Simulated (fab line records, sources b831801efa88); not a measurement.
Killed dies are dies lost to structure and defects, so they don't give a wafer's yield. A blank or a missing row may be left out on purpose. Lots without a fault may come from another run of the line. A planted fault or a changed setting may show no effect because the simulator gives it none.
Chamber matching | flow gf180mcu | GF_SAB_CVD_00 on pecvd-02: 3 sister chambers
The step deposits SiO2 from TEOS, target thk 50 nm, time 4.9302 s. 14 wafers are shown with their chamber, then 7 later ones without.

WAFERS WITH THEIR CHAMBER
wafer  | chamber | heater_power_w (W)
L976.2 | 2       | 473
L976.3 | 1       | 668
L976.6 | 2       | 489
L986.1 | 1       | 667
L986.2 | 2       | 518
L986.3 | 0       | 711
L990.2 | 1       | 556
L990.4 | 1       | 563
L990.6 | 2       | 572
L994.1 | 1       | 595
L994.2 | 0       | 788
L994.4 | 0       | 809
L995.1 | 1       | 619
L995.3 | 2       | 495

SIGNATURES (means of the wafers above)
reading        | chamber 0 | chamber 1 | chamber 2 | scatter within a chamber
heater_power_w | 769.33    | 611.33    | 509.40    | 46
Rule: a wafer's distance from a chamber is the root of the sum, over the readings, of the square of ((its reading less the chamber's mean) divided by the reading's scatter). The wafer belongs to the nearest chamber; if the next one is less than 2 further off, it can't be placed. The scatter: the root of (the sum of the squares of (reading less its chamber's mean) over the shown wafers, divided by (wafers less chambers)).

WAFERS WITHOUT THEIR CHAMBER
wafer  | heater_power_w (W)
L995.6 | 721
L996.3 | 558
L996.4 | 816
L996.6 | 580
L998.2 | 629
L998.3 | 554
L998.4 | 564

WHICH CHAMBER EACH WENT THROUGH
wafer  | from the rows above     | in truth
L995.6 | can't be placed: 0 or 1 | 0
L996.3 | can't be placed: 2 or 1 | 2
L996.4 | 0                       | 0
L996.6 | can't be placed: 1 or 2 | 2
L998.2 | 1                       | 1
L998.3 | can't be placed: 2 or 1 | 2
L998.4 | can't be placed: 1 or 2 | 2
Placed correctly: 2 of 7. Can't be placed from these rows: 5 (the true chamber is among the candidates in 5). Placed wrongly: 0.
